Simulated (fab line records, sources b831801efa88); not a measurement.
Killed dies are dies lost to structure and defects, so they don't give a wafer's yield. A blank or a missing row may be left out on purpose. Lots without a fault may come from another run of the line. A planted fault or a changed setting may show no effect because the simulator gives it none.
A struck lot beside a sound one | flow sky130 | 17 steps out of a route of 708
Sound: wafers L980.1, L980.3, L980.4. Struck: wafers L983.1, L983.2, L983.3. The cause comes at the end.
At each step with rows: each side's tool, then ch and its chambers, then its first start. Under that, the readings that differ: sound wafers | struck wafers | difference of the means | sigmas: that difference in standard deviations of wafers without a fault.
alike: readings whose means differ by less than 2 such deviations, and words and numbers that are the same on both sides. not compared: withheld readings, readings that some wafer has no value for, bounds like >300 that may hide the same value, and numbers for which the record gives no deviation and whose values overlap.
The two part at a step that has a row with sigmas, a row that says differs or no value, or rows on one side only. Numbers that don't overlap but have no deviation are shown without sigmas and don't part them. A reading that every wafer of one side lacks parts them only if that side has two wafers or more.

first, 5 steps without rows for these wafers: SKY_VT_ADJUST_LVTN_COAT_02 (resist thk 3000 nm); SKY_VT_ADJUST_LVTN_SOFTBAKE_03; SKY_VT_ADJUST_LVTN_EXPOSE_04 (exposes mask NWM COMPLEMENT LESS NATIVE, target cd 840 nm); SKY_VT_ADJUST_LVTN_PEB_05; SKY_VT_ADJUST_LVTN_DEVELOP_06 (develop time 60 s).
SKY_VT_ADJUST_LVTN_OVL_MEAS_07:
  sound on overlay-02, day 8 11:01; struck on overlay-02, day 9 03:38
  alike: VT_ADJUST_LVTN_OVL
then, 1 step without rows for these wafers: SKY_VT_ADJUST_LVTN_IMPLANT_08.
SKY_VT_ADJUST_LVTN_STRIP_09: strips in O2/N2.
  sound on plasma_asher-02 ch 0,1, day 8 11:12; struck on plasma_asher-02 ch 0,1, day 9 03:50
  alike: drypump_motor_current_A, oes_product_au, strip_time_to_endpoint_s
  not compared: rf_hours_counter_h
SKY_VT_ADJUST_LVTN_TW_MEAS_10:
  sound on film_metro-01, day 8 11:18; struck on film_metro-01, day 9 03:56
  alike: VT_ADJUST_LVTN_TW
then, 3 steps without rows for these wafers: SKY_VT_ADJUST_LVTN_DEHYDRATE_11 (time 60 s); SKY_VT_ADJUST_LVTN_HMDS_12 (prime time 60 s); SKY_VT_ADJUST_LVTN_COAT_13 (resist thk 1140 nm).
SKY_VT_ADJUST_LVTN_SOFTBAKE_14: time 60 s.
  sound on litho_track-03 ch 0, day 8 22:02; struck on litho_track-02 ch 0, day 9 14:03
  reading                                             | sound             | struck               | difference | sigmas
  run_length_s (s)                                    | 89.06 89.11 89.04 | 108.64 108.45 108.50 | +19.46     | +78
  model.NOVOLAK_of_VT_ADJUST_LVTN_COAT_13.thk_nm (nm) | 1144 1148 1144    | 1131 1131 1129       | -15        |
  alike: chill_plate_temp_C
then, 2 steps without rows for these wafers: SKY_VT_ADJUST_LVTN_EXPOSE_15 (exposes mask HVN STD DERIVED, target cd 600 nm); SKY_VT_ADJUST_LVTN_PEB_16.
SKY_VT_ADJUST_LVTN_DEVELOP_17: develop time 60 s.
  sound on litho_track-01 ch 0, day 9 08:19; struck on litho_track-01 ch 0, day 10 00:07
  reading                                             | sound          | struck         | difference | sigmas
  model.NOVOLAK_of_VT_ADJUST_LVTN_COAT_13.thk_nm (nm) | 1144 1147 1144 | 1131 1131 1128 | -15        |
  alike: chill_plate_temp_C
SKY_VT_ADJUST_LVTN_OVL_MEAS_18:
  sound on overlay-02, day 9 09:02; struck on overlay-02, day 10 00:16
  alike: VT_ADJUST_LVTN_01_OVL

WHERE THEY PART
Only at SKY_VT_ADJUST_LVTN_SOFTBAKE_14, within this record. Later steps at which nothing parts them and some readings are alike: SKY_VT_ADJUST_LVTN_DEVELOP_17, SKY_VT_ADJUST_LVTN_OVL_MEAS_18.

WHY: what the simulator had put in
Process parameter drift: litho_track-02, from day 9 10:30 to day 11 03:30, at SKY_VT_ADJUST_LVTN_SOFTBAKE_14. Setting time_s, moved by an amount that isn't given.
